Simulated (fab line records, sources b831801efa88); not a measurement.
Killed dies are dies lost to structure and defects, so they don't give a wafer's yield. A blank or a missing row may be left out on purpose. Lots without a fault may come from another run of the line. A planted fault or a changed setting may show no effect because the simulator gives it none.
Which tool did it? | flow gf180mcu | 14 lots, 42 wafers sampled, at 4 steps of a route of 602

WHAT THE GAUGES READ, wafer by wafer
GF_HV_LDD_THK_MEAS_57.
lot  | measured     | on            | HV_LDD_CVD_56_THK (nm)
L748 | day 12 08:02 | film_metro-01 | 90.5 90.5 90.6
L749 | day 12 19:40 | film_metro-02 | 89.5 89.1 89.5
L751 | day 13 04:55 | film_metro-03 | 89.2 89.7 89.6
L752 | day 13 13:14 | film_metro-01 | 88.4 88.5 88.4
L753 | day 13 22:25 | film_metro-01 | 89.5 89.6 89.3
L754 | day 14 19:20 | film_metro-03 | 88.9 88.9 89.6
L755 | day 14 22:32 | film_metro-02 | 91.0 91.3 91.2
L761 | day 16 17:25 | film_metro-03 | 89.6 89.4 89.8
L762 | day 17 02:20 | film_metro-02 | 89.7 89.9 90.2
L765 | day 18 04:55 | film_metro-01 | 90.7 90.0 90.6
L766 | day 18 11:28 | film_metro-03 | 90.1 89.9 89.6
L767 | day 18 15:50 | film_metro-01 | 91.1 91.8 91.1
L769 | day 19 17:04 | film_metro-01 | 90.3 91.5 90.4
L771 | day 20 06:13 | film_metro-03 | 89.0 88.6 88.8

GF_SAB_CD_MEAS_09: target cd 420 nm.
lot  | measured     | on        | cd_nm (nm)
L748 | day 14 20:32 | cd_sem-01 | 420.4 419.2 419.3
L749 | day 15 10:25 | cd_sem-02 | 419.6 417.7 420.7
L751 | day 15 19:24 | cd_sem-02 | 422.9 421.8 422.6
L752 | day 16 04:46 | cd_sem-02 | 425.0 424.3 424.4
L753 | day 16 15:50 | cd_sem-01 | 420.1 419.9 418.7
L754 | day 17 15:22 | cd_sem-02 | 419.3 422.0 418.2
L755 | day 17 17:50 | cd_sem-01 | 420.5 421.9 420.1
L761 | day 19 18:38 | cd_sem-02 | 424.2 423.0 423.4
L762 | day 20 02:32 | cd_sem-01 | 423.4 424.3 425.0
L765 | day 21 06:43 | cd_sem-01 | 419.5 421.6 420.7
L766 | day 21 12:10 | cd_sem-02 | 419.7 417.2 417.8
L767 | day 21 18:02 | cd_sem-02 | 422.2 421.1 422.7
L769 | day 22 17:16 | cd_sem-02 | 419.5 419.8 419.3
L771 | day 23 06:05 | cd_sem-02 | 419.6 419.8 419.1

GF_SALICIDE_RS_MEAS_04: measures by four-point-probe.
lot  | measured     | on            | SALICIDE_TIN_RS (ohm/sq)
L748 | day 14 21:05 | film_metro-04 | 16.1 16.1 16.7
L749 | day 15 10:57 | film_metro-03 | 16.7 16.1 16.6
L751 | day 15 19:57 | film_metro-04 | 16.0 16.4 15.8
L752 | day 16 05:19 | film_metro-02 | 15.9 16.0 16.1
L753 | day 16 16:23 | film_metro-02 | 15.9 15.7 15.8
L754 | day 17 15:55 | film_metro-03 | 16.7 16.7 16.3
L755 | day 17 18:23 | film_metro-03 | 16.8 16.1 16.2
L761 | day 19 19:11 | film_metro-03 | 16.0 16.1 15.4
L762 | day 20 03:05 | film_metro-03 | 16.7 16.6 16.9
L765 | day 21 07:28 | film_metro-03 | 16.0 16.2 16.0
L766 | day 21 12:44 | film_metro-04 | 16.1 16.6 15.9
L767 | day 21 18:35 | film_metro-03 | 16.0 16.1 16.7
L769 | day 22 17:49 | film_metro-04 | 16.9 16.0 16.9
L771 | day 23 06:39 | film_metro-03 | 16.6 15.9 16.7

WHICH TOOL RAN EACH LOT (tool, then ch and the chambers of the sampled wafers, then the start)
lot  | GF_MVSD_IMPLANT_09
L748 | implanter-04 ch 0, day 4 09:23
L749 | implanter-01 ch 0, day 4 17:02
L751 | implanter-03 ch 0, day 5 03:31
L752 | implanter-04 ch 0, day 5 07:14
L753 | implanter-04 ch 0, day 5 13:13
L754 | implanter-04 ch 0, day 6 06:47
L755 | implanter-03 ch 0, day 6 07:11
L761 | implanter-03 ch 0, day 7 13:56
L762 | implanter-03 ch 0, day 7 17:50
L765 | implanter-04 ch 0, day 8 12:30
L766 | implanter-04 ch 0, day 8 17:31
L767 | implanter-01 ch 0, day 8 22:11
L769 | implanter-01 ch 0, day 9 12:03
L771 | implanter-04 ch 0, day 10 03:09
- GF_MVSD_IMPLANT_09

WHAT THE TOOLS THEMSELVES READ (means of the sampled wafers that have a number; where no wafer has one, the mark that the record gives instead)
GF_MVSD_IMPLANT_09.
lot  | tool         | tilt_deg (degrees)
L748 | implanter-04 | 0.015
L749 | implanter-01 | 0.017
L751 | implanter-03 | -0.001
L752 | implanter-04 | 0.015
L753 | implanter-04 | 0.026
L754 | implanter-04 | -0.028
L755 | implanter-03 | -0.013
L761 | implanter-03 | 5.762
L762 | implanter-03 | 5.766
L765 | implanter-04 | 0.004
L766 | implanter-04 | 0.014
L767 | implanter-01 | 0.018
L769 | implanter-01 | 0.017
L771 | implanter-04 | 0.003

THE ANSWER, worked out from the rows above alone
Rule: what is usual is taken from the lots themselves. Put in order of their means at a reading, lots are off if they are a third of the lots or fewer, leave a main group of 4 or more, and stand apart from it by a gap of 3 or more times the standard deviation of the main group's means; of several such gaps the widest counts. A main group whose means are all the same, to the digits that the tables above print for the reading, isn't used. A lot without any number at a reading at which 4 lots or more have one is off too. The other lots that the step has rows for count as sound. The gauges are gone through in route order, then the tools' own readings, and for those a lot's mean is taken as printed above. The first step at which some lot is off is used, and at that step the reading that is off furthest; a lot without a number counts as furthest.
Off: L761, L762, at GF_MVSD_IMPLANT_09 (tilt_deg). The main group: mean 0.007 degrees, standard deviation 0.015.
A tool fits if, at that step or a process step before it, it ran every lot that is off, and no sound lot after the first of them. One fits: implanter-03 at GF_MVSD_IMPLANT_09. Its last sound lot is L755 (day 6 07:11), its first lot that is off L761 (day 7 13:56): a fault that began between those two fits.
The tool's own readings at GF_MVSD_IMPLANT_09 bear it out: on the lots that are off they differ by more than 5 times the standard deviation of the sound lots' means. tilt_deg reads 5.764 degrees there against 0.007 degrees on the sound lots.

WHAT THE SIMULATOR HAD PUT IN
Process parameter drift: implanter-03, from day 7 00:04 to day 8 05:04, at GF_MVSD_IMPLANT_09. Setting tilt_deg, moved by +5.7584, from 0. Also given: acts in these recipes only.
Lots struck among those shown: L761, L762. The rule above found the same.
